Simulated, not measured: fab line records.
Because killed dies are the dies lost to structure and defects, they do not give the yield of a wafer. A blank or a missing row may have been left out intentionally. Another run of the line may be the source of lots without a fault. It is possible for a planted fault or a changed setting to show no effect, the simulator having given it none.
The tool behind it: which one?	flow gf180mcu	18 wafers from 6 lots sampled at 2 of the route's 602 steps

== WHAT EACH GAUGE READ, for each wafer ==
GF_STI_THK_MEAS_02.
lot	measured	on	STI_OXIDATION_THK (nm)
L873	day 2 07:31	film_metro-03	9.85 9.86 9.88
L876	day 2 22:59	film_metro-02	9.94 9.96 10.11
L878	day 3 09:27	film_metro-02	13.45 13.37 13.39
L880	day 3 18:32	film_metro-02	10.21 10.05 9.90
L885	day 4 19:31	film_metro-01	10.32 10.21 10.07
L891	day 6 04:34	film_metro-01	10.07 10.01 10.04

== EACH LOT AND THE TOOL THAT RAN IT (in order: tool; ch and the chambers of the sampled wafers; start) ==
lot	GF_STI_OXIDATION_01
L873	furnace-02 ch 0, day 2 06:07
L876	furnace-02 ch 0, day 2 21:35
L878	furnace-02 ch 0, day 3 08:03
L880	furnace-01 ch 0, day 3 17:07
L885	furnace-01 ch 0, day 4 18:07
L891	furnace-02 ch 0, day 6 03:11
- GF_STI_OXIDATION_01: stabilise 600 s, purge 300 s, target thk 10 nm.

== THE ANSWER, worked out from the rows above alone ==
Rule: usual is defined by the lots themselves. The widest of any qualifying gaps counts: lots, ordered by their means at a reading, are off when they make up no more than a third of the lots, leave a main group of 4 or more, and stand apart from it by 3 or more times the standard deviation of that group's means. The tables above print the reading to a certain number of digits; a main group whose means all agree to those digits is not used. Also off: a lot with no number at a reading for which 4 or more lots have one. The other lots that the step has rows for count as sound.
Off: at GF_STI_THK_MEAS_02 (STI_OXIDATION_THK), L878. Mean 10.03 nm and standard deviation 0.11 in the main group.
A tool fits if, at a process step before that reading, it ran every lot that is off, and no sound lot after the first of them. The gauges at GF_STI_THK_MEAS_02 are tried like those tools. None of those tried fits.

== WHAT HAD BEEN PUT IN BY THE SIMULATOR ==
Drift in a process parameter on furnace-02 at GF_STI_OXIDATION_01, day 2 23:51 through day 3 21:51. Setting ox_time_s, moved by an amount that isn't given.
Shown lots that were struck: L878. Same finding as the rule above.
